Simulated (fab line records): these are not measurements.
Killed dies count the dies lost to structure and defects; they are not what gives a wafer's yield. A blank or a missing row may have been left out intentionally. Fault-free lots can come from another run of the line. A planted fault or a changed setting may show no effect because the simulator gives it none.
Which tool is to blame? -- flow sky130 -- 13 lots, 39 wafers sampled, at 2 steps of a route of 708

WHAT THE GAUGES READ, wafer by wafer
SKY_LDD_HVP_OVL_MEAS_07.
lot,measured,on,LDD_HVP_OVL (nm)
L265,day 21 06:19,overlay-02,0.8 1.7 0.6
L266,day 21 19:09,overlay-01,-0.1 1.8 1.5
L267,day 22 08:09,overlay-01,1.4 1.6 1.3
L268,day 22 13:19,overlay-02,1.6 1.4 -0.2
L270,day 23 18:00,overlay-02,2.8 1.0 2.0
L275,day 26 14:11,overlay-02,0.2 2.7 0.7
L278,day 26 18:39,overlay-01,0.7 -0.1 1.2
L279,day 26 18:46,overlay-02,0.2 2.6 0.6
L280,day 26 22:31,overlay-01,-1.6 0.3 -1.8
L281,day 27 05:34,overlay-01,-0.2 0.3 1.7
L282,day 27 22:04,overlay-02,3.0 2.7 1.9
L284,day 28 20:51,overlay-02,2.1 4.9 4.5
L286,day 29 05:46,overlay-01,1.2 0.2 1.1

SKY_SD_P_TW_MEAS_11.
lot,measured,on,SD_P_TW
L265,day 25 06:19,filmMetro-04,2828 2826 2825
L266,day 25 16:10,filmMetro-03,2806 2796 2808
L267,day 26 05:00,filmMetro-04,2822 2813 2823
L268,day 26 07:37,filmMetro-03,2811 2810 2814
L270,day 27 15:46,filmMetro-03,2834 2857 2860
L275,day 30 06:21,filmMetro-04,2837 2850 2851
L278,day 30 10:19,filmMetro-01,2816 2828 2840
L279,day 30 10:37,filmMetro-03,2839 2833 2845
L280,day 30 14:49,filmMetro-04,2863 2858 2836
L281,day 30 21:49,filmMetro-03,2838 2850 2849
L282,day 31 12:58,filmMetro-01,2853 2850 2838
L284,day 32 11:19,filmMetro-03,2846 2826 2827
L286,day 32 19:40,filmMetro-03,2834 2827 2849

EACH LOT AND THE TOOL THAT RAN IT (in order: tool; ch and the chambers of the sampled wafers; start)
The record holds no process step before these readings.

WHAT THE TOOLS THEMSELVES READ (means of the sampled wafers that have a number; where no wafer has one, the mark that the record gives instead)
The record holds no such reading with a usual standard deviation.

THE ANSWER, worked out from the rows above alone
Rule: the lots themselves supply what counts as usual. The widest of any qualifying gaps counts: lots, ordered by their means at a reading, are off when they make up no more than a third of the lots, leave a main group of 4 or more, and stand apart from it by 3 or more times the standard deviation of that group's means. A main group whose means are all the same, to the digits that the tables above print for the reading, isn't used. A lot without any number at a reading at which 4 lots or more have one is off too. All remaining lots with rows at the step are treated as sound. Order of review: gauges by route order, followed by the tools' own readings, for which a lot's mean as printed above is used. At the first step where some lot is off, the reading lying furthest off is the one used; lots without a number count as furthest.
No lot is off at any reading shown: from this, nothing can be told.

WHAT WAS PUT IN BY THE SIMULATOR
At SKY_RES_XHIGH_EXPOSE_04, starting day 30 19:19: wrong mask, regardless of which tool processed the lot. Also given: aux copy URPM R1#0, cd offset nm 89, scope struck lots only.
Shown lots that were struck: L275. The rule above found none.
